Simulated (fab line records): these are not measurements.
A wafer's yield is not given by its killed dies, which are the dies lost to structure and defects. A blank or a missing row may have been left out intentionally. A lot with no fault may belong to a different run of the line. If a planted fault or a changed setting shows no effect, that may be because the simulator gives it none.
Code-filled problem report in 8D (eight disciplines) form | flow gf180mcu | the parts of the form that need people (team, actions taken, sign-off) are left out

1. WHAT IS WRONG
Wafers without a fault read 229.5 nm, standard deviation 1.1; cdNm at GF_M1_CD_MEAS_14 reads a mean of 236.7 nm on 6 wafers belonging to 2 lots. Measured from the usual mean, that is +6.5 standard deviations.
The step: target cd 230 nm.
First seen on wafer L149.1, day 21 00:14, on cdSem-01. Wafers with a number at this step in the record: 39, from 13 lots. The rule behind "out" and "out of limits": a value lying over 4 standard deviations away from the usual mean. The rest of the wafers with a number are treated as sound.

2. WHAT IT IS AND WHAT IT IS NOT
question                    | is                     | is not
which readings at this step | cdNm                   | -
which lots                  | L149, L150             | L139, L140, L141, L143, L144, L145, L146, L148, L158, L160, L162
which wafers of those lots  | all that have a number | -
read on which gauges        | cdSem-01               | cdSem-02
when                        | from day 21 00:14      | up to then (24 sound wafers); but 9 sound wafers of L158, L160, L162 came after

3. WHAT RULES OUT EACH SUSPECT
Counting: a tool stays on the suspect list if, at a process step up to the reading, it processed all lots that are out and no sound lot following the first of them.
- the gauge at GF_M1_CD_MEAS_14: ruled out. All the wafers that are out were read on cdSem-01, but those of them that GF_M1_SOFTBAKE_10 has rows for are out there too, on other tools.
- lithoTrack-04 at GF_M1_SOFTBAKE_10 (time 60 s): ruled out as a lasting fault. After its first lot that is out, L149 (day 20 11:47), sound lots L160, L162 ran on it.
Left after counting: nothing in the record.

4. THE CAUSE (what the simulator had put in)
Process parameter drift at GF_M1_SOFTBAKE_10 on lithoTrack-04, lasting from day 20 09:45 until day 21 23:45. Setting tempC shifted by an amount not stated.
It was ruled out by counting, in error; the rule expects a fault to strike all lots run on its tool from its start on, and this fault did not.

5. SEQUENCE OF EFFECTS, ordered by route
Rows list readings where the struck wafers' mean (over those with a number) sits beyond 3 standard deviations from the usual. Only readings for which the record gives a usual standard deviation are gone through. hours: the time from each lot's start at the first step in this table that gives one to its start at this step, as a median over the lots. sigmas: the change in usual standard deviations.
hours | step              | reading           | usual    | on struck wafers | change | sigmas
0     | GF_M1_SOFTBAKE_10 | heaterPowerTotalW | 93.05 W  | 90.16            | -2.89  | -49
0     | GF_M1_SOFTBAKE_10 | plateTempC        | 130.00 C | 127.07           | -2.93  | -18
12    | GF_M1_CD_MEAS_14  | cdNm              | 229.5 nm | 236.7            | +7.2   | +6.5
Here are the process steps it includes:
- GF_M1_SOFTBAKE_10: time 60 s.
Later steps that measure or inspect, where all struck wafers having a row at the step show a number for every such reading and not one has moved that far: GF_V1_BOW_MEAS_05.

6. WHAT WOULD HAVE CAUGHT IT SOONER
The first out-of-limits reading at a measuring or inspecting step in this record came at day 21 00:14, 14 hours after the fault's start at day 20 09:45.
The tool's own readings at GF_M1_SOFTBAKE_10 were out on every struck wafer that the step has a row for (heaterPowerTotalW, plateTempC): an alarm limit on them would have fired on the first of those.
